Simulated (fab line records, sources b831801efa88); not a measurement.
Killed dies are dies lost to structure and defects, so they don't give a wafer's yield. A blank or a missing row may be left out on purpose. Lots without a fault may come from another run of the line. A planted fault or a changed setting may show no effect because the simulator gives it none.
Which tool did it? | flow gf180mcu | 6 lots, 18 wafers sampled, at 2 steps of a route of 602

WHAT THE GAUGES READ, wafer by wafer
GF_VT_IMPLANT_RS_MEAS_47: measures by four-point-probe.
lot  | measured     | on            | NWELL_RS (ohm/sq)
L298 | day 7 20:21  | film_metro-04 | 487.2 487.2 486.3
L300 | day 8 12:07  | film_metro-04 | 488.6 489.6 489.7
L302 | day 8 22:06  | film_metro-03 | 488.0 486.8 487.6
L304 | day 9 12:22  | film_metro-03 | 479.0 478.7 479.6
L314 | day 12 09:20 | film_metro-03 | 486.9 487.8 488.3
L317 | day 13 06:03 | film_metro-03 | 485.7 487.9 486.3

WHICH TOOL RAN EACH LOT (tool, then ch and the chambers of the sampled wafers, then the start)
lot  | GF_NWELL_IMPLANT_09
L298 | implanter-03 ch 0, day 3 13:34
L300 | implanter-02 ch 0, day 4 01:34
L302 | implanter-02 ch 0, day 4 10:08
L304 | implanter-03 ch 0, day 4 21:22
L314 | implanter-04 ch 0, day 7 05:24
L317 | implanter-04 ch 0, day 7 21:19
- GF_NWELL_IMPLANT_09

THE ANSWER, worked out from the rows above alone
Rule: what is usual is taken from the lots themselves. Put in order of their means at a reading, lots are off if they are a third of the lots or fewer, leave a main group of 4 or more, and stand apart from it by a gap of 3 or more times the standard deviation of the main group's means; of several such gaps the widest counts. A main group whose means are all the same, to the digits that the tables above print for the reading, isn't used. A lot without any number at a reading at which 4 lots or more have one is off too. The other lots that the step has rows for count as sound.
Off: L304, at GF_VT_IMPLANT_RS_MEAS_47 (NWELL_RS). The main group: mean 487.6 ohm/sq, standard deviation 0.93.
A tool fits if, at a process step before that reading, it ran every lot that is off, and no sound lot after the first of them. The gauges at GF_VT_IMPLANT_RS_MEAS_47 are tried like those tools. One fits: implanter-03 at GF_NWELL_IMPLANT_09. Its last sound lot is L298 (day 3 13:34), its first lot that is off L304 (day 4 21:22): a fault that began between those two fits.

WHAT THE SIMULATOR HAD PUT IN
Process parameter drift: implanter-03, from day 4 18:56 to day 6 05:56, at GF_NWELL_IMPLANT_09. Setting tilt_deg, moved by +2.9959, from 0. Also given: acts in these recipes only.
Lots struck among those shown: L304. The rule above found the same.
